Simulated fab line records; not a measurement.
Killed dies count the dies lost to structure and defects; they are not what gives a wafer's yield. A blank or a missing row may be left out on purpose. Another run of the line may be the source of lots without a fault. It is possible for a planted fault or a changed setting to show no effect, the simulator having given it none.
2 desks, one fault + flow sky130 + each desk has only its own numbers; what lay behind them comes last

== THE METROLOGY DESK ==
Lot by lot, what the gauges showed, no matter which tool ran the lot: averages of those sampled wafers that carry a number. If a lot's mean is further than 4 standard deviations from the usual mean, the lot is out of limits and carries the mark OUT (the distance appears in the brackets).
Columns: A = METAL2_ALCU_THK at SKY_METAL2_THK_MEAS_06, usual 255 nm; B = cd_nm at SKY_METAL2_CD_MEAS_15, usual 140.4 nm; C = METAL2_OVL at SKY_METAL2_OVL_MEAS_16, usual -1 nm
| lot  | first seen here | A   | B     | C  |
|------|-----------------|-----|-------|----|
| L266 | day 35 01:00    | 257 | 140.4 | 3  |
| L269 | day 36 06:16    | 258 | 138.2 | -6 |
| L274 | day 37 09:40    | 260 | 138.5 | -4 |
| L284 | day 40 12:25    | 254 | 143.1 | 9  |
| L285 | day 40 21:46    | 256 | 139.1 | 1  |
Result from this desk: across the 5 lots, nothing is out of limits.

== TOOL OWNER'S DESK, rie_metal-01 ==
The tool's own readings at SKY_METAL2_ETCH_18 (etches BARC in N2/H2, stops on SiO2, time 45.9 s, target depth 60 nm): means of the sampled wafers that have a number, for each lot that ran on this tool. If a lot's mean is further than 4 standard deviations from the usual mean, the lot is out of limits and carries the mark OUT (the distance appears in the brackets).
Columns: A = drypump_motor_current_A at SKY_METAL2_ETCH_18, usual 5.8 A; B = oes_product_au at SKY_METAL2_ETCH_18, usual 0.855 a.u.; C = rf_fwd_power_W at SKY_METAL2_ETCH_18, usual 495.3 W; D = throttle_valve_pct at SKY_METAL2_ETCH_18, usual 13.225 %
| lot  | first seen here | A   | B     | C     | D      |
|------|-----------------|-----|-------|-------|--------|
| L269 | day 37 08:19    | 5.7 | 0.851 | 496.0 | 13.229 |
| L274 | day 38 12:07    | 5.7 | 0.852 | 494.4 | 13.218 |
Result from this desk: across the 2 lots, nothing is out of limits.

== ALL TOGETHER ==
Metrology desk: nothing out of limits seen.
The tool owner's desk saw nothing out of limits.

== WHAT THE SIMULATOR PUT IN ==
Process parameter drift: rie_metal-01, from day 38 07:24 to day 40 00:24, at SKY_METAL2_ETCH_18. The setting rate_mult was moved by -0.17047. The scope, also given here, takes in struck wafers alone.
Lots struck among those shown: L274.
